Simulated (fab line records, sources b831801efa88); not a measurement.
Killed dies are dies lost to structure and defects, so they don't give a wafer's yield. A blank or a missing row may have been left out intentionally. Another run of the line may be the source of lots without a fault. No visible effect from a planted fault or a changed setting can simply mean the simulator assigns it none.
Which tool did it? -- flow gf180mcu -- 14 lots with 42 wafers sampled at 4 steps, on a route of 602 steps

WHAT THE GAUGES READ, wafer by wafer
GF_V1_THK_MEAS_03.
lot,measured,on,V1_CVD_02_THK (nm)
L709,day 17 04:44,filmMetro-02,832 833 838
L710,day 17 12:16,filmMetro-02,856 852 879
L711,day 17 22:05,filmMetro-03,840 849 845
L712,day 18 11:18,filmMetro-02,833 830 866
L713,day 18 18:08,filmMetro-02,856 844 857
L714,day 19 04:08,filmMetro-04,852 829 825
L719,day 21 08:37,filmMetro-04,868 849 885
L720,day 21 10:02,filmMetro-04,865 834 872
L722,day 22 05:41,filmMetro-04,861 843 849
L723,day 22 16:22,filmMetro-03,833 843 838
L727,day 23 15:34,filmMetro-03,843 861 848
L728,day 24 02:29,filmMetro-02,832 849 849
L731,day 24 21:01,filmMetro-02,838 824 850
L732,day 25 06:32,filmMetro-03,843 862 845

WHICH TOOL RAN EACH LOT (tool, then ch and the chambers of the sampled wafers, then the start)
lot,GF_HV_LDD_IMPLANT_48,GF_SALICIDE_SPUTTER_03,GF_M1_SPUTTER_03
L709,"implanter-03 ch 0, day 12 11:00","pvdSputter-04, day 15 04:08","pvdSputter-03, day 16 04:52"
L710,"implanter-01 ch 0, day 12 16:29","pvdSputter-02, day 15 10:51","pvdSputter-04, day 16 11:47"
L711,"implanter-03 ch 0, day 13 01:42","pvdSputter-02, day 15 21:20","pvdSputter-02, day 16 22:25"
L712,"implanter-01 ch 0, day 13 12:59","pvdSputter-02, day 16 09:39","pvdSputter-04, day 17 10:53"
L713,"implanter-04 ch 0, day 13 19:25","pvdSputter-01, day 16 16:32","pvdSputter-03, day 17 18:02"
L714,"implanter-04 ch 0, day 14 03:27","pvdSputter-02, day 17 01:22","pvdSputter-03, day 18 02:52"
L719,"implanter-04 ch 0, day 15 23:54","pvdSputter-01, day 19 04:39","pvdSputter-04, day 20 07:32"
L720,"implanter-04 ch 0, day 16 04:06","pvdSputter-04, day 19 05:52","pvdSputter-02, day 20 08:49"
L722,"implanter-04 ch 0, day 17 00:04","pvdSputter-04, day 20 02:37","pvdSputter-03, day 21 04:47"
L723,"implanter-01 ch 0, day 17 08:38","pvdSputter-01, day 20 12:43","pvdSputter-04, day 21 15:37"
L727,"implanter-01 ch 0, day 18 07:40","pvdSputter-02, day 21 13:50","pvdSputter-04, day 22 15:46"
L728,"implanter-03 ch 0, day 18 19:15","pvdSputter-01, day 22 00:08","pvdSputter-03, day 23 02:36"
L731,"implanter-03 ch 0, day 19 16:58","pvdSputter-01, day 22 20:38","pvdSputter-04, day 23 21:51"
L732,"implanter-01 ch 0, day 20 02:23","pvdSputter-01, day 23 05:55","pvdSputter-02, day 24 07:16"
- GF_HV_LDD_IMPLANT_48
- GF_SALICIDE_SPUTTER_03: material TiN, target thk 20 nm, time 16.7 s.
- GF_M1_SPUTTER_03: material Ti, target thk 10 nm, time 6.7 s.

WHAT THE TOOLS THEMSELVES READ (means of the sampled wafers that have a number; where no wafer has one, the mark that the record gives instead)
GF_HV_LDD_IMPLANT_48.
lot,tool,doseIonsCm2,faradayCurrentUA,tiltDeg (degrees)
L709,implanter-03,2.9990e+13,167,7.035
L710,implanter-01,2.9997e+13,165,7.009
L711,implanter-03,2.9991e+13,171,6.981
L712,implanter-01,2.9989e+13,171,6.996
L713,implanter-04,2.9948e+13,169,6.980
L714,implanter-04,3.0012e+13,173,7.011
L719,implanter-04,2.9994e+13,164,7.016
L720,implanter-04,2.8750e+13,160,7.012
L722,implanter-04,2.8743e+13,160,6.995
L723,implanter-01,3.0000e+13,169,7.017
L727,implanter-01,2.9976e+13,166,7.006
L728,implanter-03,3.0020e+13,169,6.983
L731,implanter-03,2.9960e+13,165,6.988
L732,implanter-01,3.0026e+13,168,7.014

GF_SALICIDE_SPUTTER_03.
lot,tool,cathodeDcPowerW (W),throttleValvePct (%)
L709,pvdSputter-04,6500.3,29.8
L710,pvdSputter-02,6500.6,31.5
L711,pvdSputter-02,6500.8,30.2
L712,pvdSputter-02,6500.5,31.0
L713,pvdSputter-01,6500.3,30.2
L714,pvdSputter-02,6498.9,30.6
L719,pvdSputter-01,6499.0,30.1
L720,pvdSputter-04,6500.3,30.5
L722,pvdSputter-04,6500.3,28.9
L723,pvdSputter-01,6499.7,30.3
L727,pvdSputter-02,6499.4,31.0
L728,pvdSputter-01,6499.7,30.9
L731,pvdSputter-01,6499.2,30.8
L732,pvdSputter-01,6500.3,30.1

GF_M1_SPUTTER_03.
lot,tool,cathodeDcPowerW (W),throttleValvePct (%)
L709,pvdSputter-03,2999.6,29.2
L710,pvdSputter-04,3000.0,28.8
L711,pvdSputter-02,3000.0,30.7
L712,pvdSputter-04,3000.3,29.0
L713,pvdSputter-03,2999.8,29.4
L714,pvdSputter-03,2999.9,29.3
L719,pvdSputter-04,3000.1,30.0
L720,pvdSputter-02,3000.1,29.9
L722,pvdSputter-03,3000.0,29.5
L723,pvdSputter-04,2999.8,28.4
L727,pvdSputter-04,2999.7,30.2
L728,pvdSputter-03,3000.4,29.0
L731,pvdSputter-04,2999.7,29.5
L732,pvdSputter-02,2999.8,30.6

THE ANSWER, worked out from the rows above alone
Rule: what is usual is taken from the lots themselves. Put in order of their means at a reading, lots are off if they are a third of the lots or fewer, leave a main group of 4 or more, and stand apart from it by a gap of 3 or more times the standard deviation of the main group's means; of several such gaps the widest counts. A main group whose means are all the same, to the digits that the tables above print for the reading, isn't used. Also off: a lot with no number at a reading for which 4 or more lots have one. The other lots that the step has rows for count as sound. The gauges are gone through in route order, then the tools' own readings, and for those a lot's mean is taken as printed above. The first step at which some lot is off is used, and at that step the reading that is off furthest; a lot without a number counts as furthest.
Off: L720, L722, at GF_HV_LDD_IMPLANT_48 (doseIonsCm2). The main group: mean 2.9992e+13, standard deviation 2.2e+10.
If a tool, at that step or one of the process steps before it, ran each lot that is off and ran no sound lot following the first of them, it fits. One fits: implanter-04 at GF_HV_LDD_IMPLANT_48. Its last sound lot is L719 (day 15 23:54), its first lot that is off L720 (day 16 04:06): a fault that began between those two fits.
The tool's own readings at GF_HV_LDD_IMPLANT_48 bear it out: on the lots that are off they differ by more than 5 times the standard deviation of the sound lots' means. doseIonsCm2 reads 2.8746e+13 there against 2.9992e+13 on the sound lots.

WHAT WAS PUT IN BY THE SIMULATOR
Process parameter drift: implanter-04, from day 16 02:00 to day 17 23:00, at GF_HV_LDD_IMPLANT_48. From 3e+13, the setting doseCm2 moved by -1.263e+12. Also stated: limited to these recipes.
Shown lots that were struck: L720, L722. The rule above found the same.
